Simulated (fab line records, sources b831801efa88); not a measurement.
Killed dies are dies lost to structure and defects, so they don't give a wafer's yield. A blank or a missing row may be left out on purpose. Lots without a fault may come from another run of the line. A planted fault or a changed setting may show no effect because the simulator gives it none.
Which tool did it? | flow sky130 | 12 lots, 36 wafers sampled, at 5 steps of a route of 708

WHAT THE GAUGES READ, wafer by wafer
SKY_SONOS_TUNNEL_CD_MEAS_07: target cd 410 nm.
lot  | measured     | on        | cd_nm (nm)
L297 | day 11 07:20 | cd_sem-02 | 405.6 407.5 411.4
L298 | day 11 17:53 | cd_sem-01 | 408.4 407.9 407.8
L300 | day 12 18:55 | cd_sem-01 | 408.1 409.4 408.5
L303 | day 13 11:07 | cd_sem-01 | 408.1 409.4 409.6
L307 | day 14 15:27 | cd_sem-02 | 409.6 408.1 409.1
L308 | day 15 01:49 | cd_sem-01 | 408.7 407.7 410.5
L314 | day 16 23:02 | cd_sem-02 | 408.4 408.1 409.4
L315 | day 17 06:03 | cd_sem-01 | 413.0 411.1 410.9
L316 | day 17 16:03 | cd_sem-02 | 406.0 404.3 406.0
L317 | day 17 21:33 | cd_sem-01 | 412.4 414.2 413.9
L318 | day 18 05:12 | cd_sem-02 | 411.5 411.3 410.1
L319 | day 18 16:03 | cd_sem-02 | 408.7 407.7 407.3

SKY_GATE_OXIDE_OVL_MEAS_10.
lot  | measured     | on         | GATE_OXIDE_OVL (nm)
L297 | day 13 15:50 | overlay-02 | 1.8 3.4 1.6
L298 | day 14 02:11 | overlay-01 | 3.1 3.2 2.2
L300 | day 15 09:49 | overlay-01 | 0.8 -0.5 1.2
L303 | day 16 02:26 | overlay-02 | 1.3 2.2 3.0
L307 | day 17 06:23 | overlay-02 | 0.1 1.2 1.1
L308 | day 17 20:28 | overlay-01 | 1.3 -0.6 0.9
L314 | day 19 23:10 | overlay-01 | 2.0 -0.8 0.0
L315 | day 20 04:25 | overlay-02 | 1.6 0.8 2.0
L316 | day 20 13:47 | overlay-01 | 2.5 0.4 1.3
L317 | day 20 20:31 | overlay-02 | 0.4 1.0 0.0
L318 | day 21 02:44 | overlay-01 | 0.1 0.7 -1.0
L319 | day 21 15:18 | overlay-01 | -3.1 -1.7 -1.8

SKY_POLY_GATE_THK_MEAS_04.
lot  | measured     | on            | POLY_GATE_CVD_03_THK (nm)
L297 | day 14 23:49 | film_metro-01 | 74.6 74.8 74.3
L298 | day 15 10:55 | film_metro-01 | 73.6 73.3 73.9
L300 | day 16 20:31 | film_metro-04 | 75.6 75.3 74.8
L303 | day 17 13:45 | film_metro-01 | 74.1 74.1 74.2
L307 | day 18 20:04 | film_metro-03 | 73.9 73.9 74.0
L308 | day 19 07:53 | film_metro-03 | 74.1 73.8 74.1
L314 | day 21 12:16 | film_metro-04 | 73.8 73.4 74.0
L315 | day 21 17:13 | film_metro-04 | 75.1 74.7 75.2
L316 | day 22 02:47 | film_metro-03 | 75.1 74.8 74.9
L317 | day 22 09:17 | film_metro-01 | 74.9 74.5 75.1
L318 | day 22 14:35 | film_metro-04 | 74.6 74.5 75.0
L319 | day 23 02:34 | film_metro-01 | 74.6 74.5 74.2

WHICH TOOL RAN EACH LOT (tool, then ch and the chambers of the sampled wafers, then the start)
lot  | SKY_POLY_GATE_IMPLANT_02        | SKY_RES_PROTECT_STRIP_07
L297 | implanter-03 ch 0, day 14 22:00 | plasma_asher-03 ch 0,1, day 14 22:08
L298 | implanter-02 ch 0, day 15 08:10 | plasma_asher-04 ch 0,1, day 15 08:18
L300 | implanter-04 ch 0, day 16 17:11 | plasma_asher-04 ch 0, day 16 17:19
L303 | implanter-03 ch 0, day 17 11:52 | plasma_asher-04 ch 0,1, day 17 12:00
L307 | implanter-02 ch 0, day 18 17:40 | plasma_asher-03 ch 0,1, day 18 17:49
L308 | implanter-02 ch 0, day 19 06:10 | plasma_asher-02 ch 0, day 19 06:18
L314 | implanter-04 ch 0, day 21 10:33 | plasma_asher-03 ch 0,1, day 21 10:42
L315 | implanter-04 ch 0, day 21 15:30 | plasma_asher-03 ch 0,1, day 21 15:39
L316 | implanter-04 ch 0, day 22 01:04 | plasma_asher-03 ch 0,1, day 22 01:12
L317 | implanter-03 ch 0, day 22 07:34 | plasma_asher-03 ch 0,1, day 22 07:42
L318 | implanter-03 ch 0, day 22 12:53 | plasma_asher-02 ch 0,1, day 22 13:01
L319 | implanter-03 ch 0, day 23 00:51 | plasma_asher-04 ch 0,1, day 23 01:00
- SKY_POLY_GATE_IMPLANT_02
- SKY_RES_PROTECT_STRIP_07: strips in O2/N2.

WHAT THE TOOLS THEMSELVES READ (means of the sampled wafers that have a number; where no wafer has one, the mark that the record gives instead)
SKY_POLY_GATE_IMPLANT_02.
lot  | tool         | beam_energy_keV | beam_on_s (s) | dose_ions_cm2 | tilt_deg (degrees)
L297 | implanter-03 | 30.002          | 39.1          | 7.699e+15     | -0.003
L298 | implanter-02 | 29.993          | 34.5          | 7.702e+15     | -0.021
L300 | implanter-04 | 29.988          | 35.1          | 7.701e+15     | 0.004
L303 | implanter-03 | 30.007          | 38.3          | 7.696e+15     | 0.006
L307 | implanter-02 | 30.000          | 54.6          | 1.181e+16     | -0.004
L308 | implanter-02 | 29.993          | 54.6          | 1.181e+16     | 0.016
L314 | implanter-04 | 30.004          | 35.1          | 7.694e+15     | -0.016
L315 | implanter-04 | 29.993          | 34.3          | 7.693e+15     | -0.008
L316 | implanter-04 | 29.994          | 35.5          | 7.701e+15     | 0.000
L317 | implanter-03 | 29.989          | 38.4          | 7.716e+15     | -0.003
L318 | implanter-03 | 29.997          | 38.9          | 7.703e+15     | -0.007
L319 | implanter-03 | 30.005          | 38.9          | 7.688e+15     | -0.012

SKY_RES_PROTECT_STRIP_07.
lot  | tool            | drypump_motor_current_A (A) | oes_product_au (a.u.) | strip_time_to_endpoint_s (s)
L297 | plasma_asher-03 | 5.63                        | 0.516                 | 23.26
L298 | plasma_asher-04 | 5.28                        | 0.517                 | 23.32
L300 | plasma_asher-04 | 5.11                        | 0.517                 | 23.41
L303 | plasma_asher-04 | 5.28                        | 0.518                 | 23.24
L307 | plasma_asher-03 | 5.64                        | 0.501                 | 24.94
L308 | plasma_asher-02 | 6.02                        | 0.498                 | 24.85
L314 | plasma_asher-03 | 5.62                        | 0.518                 | 23.29
L315 | plasma_asher-03 | 5.67                        | 0.519                 | 23.28
L316 | plasma_asher-03 | 5.68                        | 0.517                 | 23.30
L317 | plasma_asher-03 | 5.66                        | 0.517                 | 23.25
L318 | plasma_asher-02 | 5.60                        | 0.517                 | 23.33
L319 | plasma_asher-04 | 5.20                        | 0.514                 | 23.30

THE ANSWER, worked out from the rows above alone
Rule: what is usual is taken from the lots themselves. Put in order of their means at a reading, lots are off if they are a third of the lots or fewer, leave a main group of 4 or more, and stand apart from it by a gap of 3 or more times the standard deviation of the main group's means; of several such gaps the widest counts. A main group whose means are all the same, to the digits that the tables above print for the reading, isn't used. A lot without any number at a reading at which 4 lots or more have one is off too. The other lots that the step has rows for count as sound. The gauges are gone through in route order, then the tools' own readings, and for those a lot's mean is taken as printed above. The first step at which some lot is off is used, and at that step the reading that is off furthest; a lot without a number counts as furthest.
Off: L307, L308, at SKY_POLY_GATE_IMPLANT_02 (dose_ions_cm2). The main group: mean 7.699e+15, standard deviation 7.2e+12.
A tool fits if, at that step or a process step before it, it ran every lot that is off, and no sound lot after the first of them. One fits: implanter-02 at SKY_POLY_GATE_IMPLANT_02. Its last sound lot is L298 (day 15 08:10), its first lot that is off L307 (day 18 17:40): a fault that began between those two fits.
The tool's own readings at SKY_POLY_GATE_IMPLANT_02 bear it out: on the lots that are off they differ by more than 5 times the standard deviation of the sound lots' means. beam_on_s reads 54.6 s there against 36.8 s on the sound lots; dose_ions_cm2 reads 1.181e+16 there against 7.699e+15 on the sound lots.

WHAT THE SIMULATOR HAD PUT IN
Process parameter drift: implanter-02, from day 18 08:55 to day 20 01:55, at SKY_POLY_GATE_IMPLANT_02. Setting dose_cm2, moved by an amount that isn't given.
Lots struck among those shown: L307, L308. The rule above found the same.
